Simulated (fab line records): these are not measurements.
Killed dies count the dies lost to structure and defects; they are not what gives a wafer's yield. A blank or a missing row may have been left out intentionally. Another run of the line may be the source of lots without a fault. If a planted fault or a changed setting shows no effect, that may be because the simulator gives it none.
What tool caused it? -- flow gf180mcu -- Sampling: 13 lots, 39 wafers, 5 of 602 route steps

WHAT THE GAUGES SHOWED, per wafer
GF_PSD_CD_MEAS_07: target cd 400 nm. Usual: cd-nm at 399.9 nm, with a standard deviation of 2.3.
lot,measured,on,cd-nm (nm),flag
L765,day 14 06:31,cd-sem-01,402.3 401.9 401.1,
L766,day 14 10:08,cd-sem-02,398.3 399.4 402.2,
L769,day 15 09:56,cd-sem-01,403.2 401.5 401.8,
L770,day 15 19:52,cd-sem-02,401.7 400.9 399.4,
L771,day 16 09:37,cd-sem-01,399.5 400.4 399.0,
L776,day 17 18:47,cd-sem-01,395.2 398.5 395.9,
L778,day 18 17:01,cd-sem-02,402.8 402.0 403.0,
L783,day 20 23:25,cd-sem-02,401.5 401.3 399.5,
L784,day 21 14:28,cd-sem-01,398.7 397.2 398.3,
L785,day 21 15:16,cd-sem-01,399.9 401.9 398.7,
L786,day 21 20:29,cd-sem-01,396.6 396.8 396.0,
L787,day 22 08:58,cd-sem-01,398.0 397.7 396.9,
L788,day 22 11:38,cd-sem-02,394.0 396.2 397.4,

GF_CONTACT_THK_MEAS_03. Usual: for CONTACT_CVD_02_THK the level is 856 nm and the standard deviation is 12.
lot,measured,on,CONTACT_CVD_02_THK (nm),flag
L765,day 15 05:13,film-metro-01,859 856 860,
L766,day 15 09:38,film-metro-04,843 852 856,
L769,day 16 10:31,film-metro-01,855 863 879,
L770,day 16 20:20,film-metro-03,848 869 862,
L771,day 17 10:35,film-metro-04,865 870 861,
L776,day 18 20:13,film-metro-03,857 856 1358,OFF
L778,day 19 19:41,film-metro-01,844 861 866,
L783,day 22 00:46,film-metro-03,842 850 859,
L784,day 22 15:26,film-metro-04,842 856 854,
L785,day 22 16:19,film-metro-03,856 853 833,
L786,day 22 21:31,film-metro-03,843 858 861,
L787,day 23 09:17,film-metro-01,861 858 869,
L788,day 23 12:46,film-metro-01,847 870 866,

GF_CONTACT_CD_MEAS_14: target cd 220 nm. Usual: cd-nm at 220.0 nm, with a standard deviation of 1.4.
lot,measured,on,cd-nm (nm),flag
L765,day 16 03:31,cd-sem-01,223.1 221.4 221.4,
L766,day 16 08:35,cd-sem-01,220.8 220.4 221.7,
L769,day 17 09:56,cd-sem-02,221.2 218.5 219.1,
L770,day 17 19:46,cd-sem-01,220.3 219.1 220.9,
L771,day 18 10:16,cd-sem-02,222.2 223.2 222.6,
L776,day 19 21:05,cd-sem-01,218.2 218.2 217.4,
L778,day 20 20:43,cd-sem-02,221.1 221.3 219.7,
L783,day 23 00:13,cd-sem-02,220.7 220.7 218.5,
L784,day 23 14:31,cd-sem-02,221.8 220.1 220.7,
L785,day 23 15:46,cd-sem-01,218.7 218.9 218.0,
L786,day 23 20:43,cd-sem-02,221.3 219.2 220.0,
L787,day 24 07:58,cd-sem-01,218.1 218.4 218.7,
L788,day 24 11:44,cd-sem-01,219.3 219.5 219.5,

TOOL THAT RAN EACH LOT (tool first, then ch and the chambers of the sampled wafers, then the start)
lot,GF_CONTACT_CVD_02,GF_CONTACT_CMP_04
L765,"pecvd-02 ch 0,1,2, day 15 05:08","cmp-02 ch 2,3, day 15 05:19"
L766,"pecvd-01 ch 0,1,2, day 15 09:34","cmp-01 ch 1,3, day 15 09:41"
L769,"pecvd-04 ch 0,1,2, day 16 10:26","cmp-02 ch 0,1,2, day 16 10:37"
L770,"pecvd-01 ch 0,2, day 16 20:14","cmp-01 ch 0,1, day 16 20:22"
L771,"pecvd-04 ch 0,1, day 17 10:31","cmp-02 ch 0,2,3, day 17 10:47"
L776,"pecvd-02 ch 0,1,2, day 18 20:08","cmp-02 ch 0,1,2, day 18 20:20"
L778,"pecvd-04 ch 0,2, day 19 19:36","cmp-01 ch 0,1,2, day 19 19:50"
L783,"pecvd-04 ch 0,1, day 22 00:41","cmp-02 ch 0,1, day 22 00:49"
L784,"pecvd-02 ch 1,2, day 22 15:22","cmp-01 ch 0,1, day 22 15:30"
L785,"pecvd-01 ch 0,1,2, day 22 16:14","cmp-01 ch 0,1,3, day 22 16:22"
L786,"pecvd-02 ch 1,2, day 22 21:26","cmp-02 ch 0,2,3, day 22 21:34"
L787,"pecvd-02 ch 1,2, day 23 09:13","cmp-02 ch 1,2,3, day 23 09:20"
L788,"pecvd-04 ch 0,2, day 23 12:41","cmp-02 ch 1,2,3, day 23 12:58"
- GF_CONTACT_CVD_02: deposits SiO2 from TEOS, target thk 860 nm, time 95.992 s.
- GF_CONTACT_CMP_04: polishes SiO2.

WHAT THE TOOLS THEMSELVES READ (means of the sampled wafers that have a number; where no wafer has one, the mark that the record gives instead)
GF_CONTACT_CVD_02. Usual: heater-power-w at 710 W, with a standard deviation of 100.
lot,tool,heater-power-w (W),flag
L765,pecvd-02,735,
L766,pecvd-01,702,
L769,pecvd-04,667,
L770,pecvd-01,673,
L771,pecvd-04,656,
L776,pecvd-02,702,
L778,pecvd-04,747,
L783,pecvd-04,838,
L784,pecvd-02,700,
L785,pecvd-01,744,
L786,pecvd-02,747,
L787,pecvd-02,683,
L788,pecvd-04,777,

GF_CONTACT_CMP_04. Usual: motor-current-A 11.3 A, standard deviation 0.64; time-to-endpoint-s 104 s, standard deviation 5.7.
lot,tool,motor-current-A (A),time-to-endpoint-s (s),flag
L765,cmp-02,12.4,107,
L766,cmp-01,10.5,104,
L769,cmp-02,11.3,111,
L770,cmp-01,11.4,108,
L771,cmp-02,11.8,112,
L776,cmp-02,11.3,160,OFF
L778,cmp-01,11.2,105,
L783,cmp-02,11.0,99,
L784,cmp-01,11.5,105,
L785,cmp-01,10.8,106,
L786,cmp-02,11.3,101,
L787,cmp-02,11.7,104,
L788,cmp-02,12.0,99,

THE ANSWER, worked out from the rows above alone
Rule: a lot counts as off when the mean over its wafers that have a number is more than 3 standard deviations away from the usual mean. A lot without any number at a reading at which 4 lots or more have one is off too. The other lots that the step has rows for count as sound. Order of review: gauges by route order, followed by the tools' own readings, for which a lot's mean as printed above is used. At the first step where some lot is off, the reading lying furthest off is the one used; lots without a number count as furthest.
Off: at GF_CONTACT_THK_MEAS_03 (CONTACT_CVD_02_THK), L776.
A tool fits if, at a process step before that reading, it ran every lot that is off, and no sound lot after the first of them. Not tried: the gauges at GF_CONTACT_THK_MEAS_03; whatever is off there is also off at GF_CONTACT_CMP_04, on other tools, and gauge error can't account for it. No candidate that was tried fits.

WHAT THE SIMULATOR HAD INSERTED
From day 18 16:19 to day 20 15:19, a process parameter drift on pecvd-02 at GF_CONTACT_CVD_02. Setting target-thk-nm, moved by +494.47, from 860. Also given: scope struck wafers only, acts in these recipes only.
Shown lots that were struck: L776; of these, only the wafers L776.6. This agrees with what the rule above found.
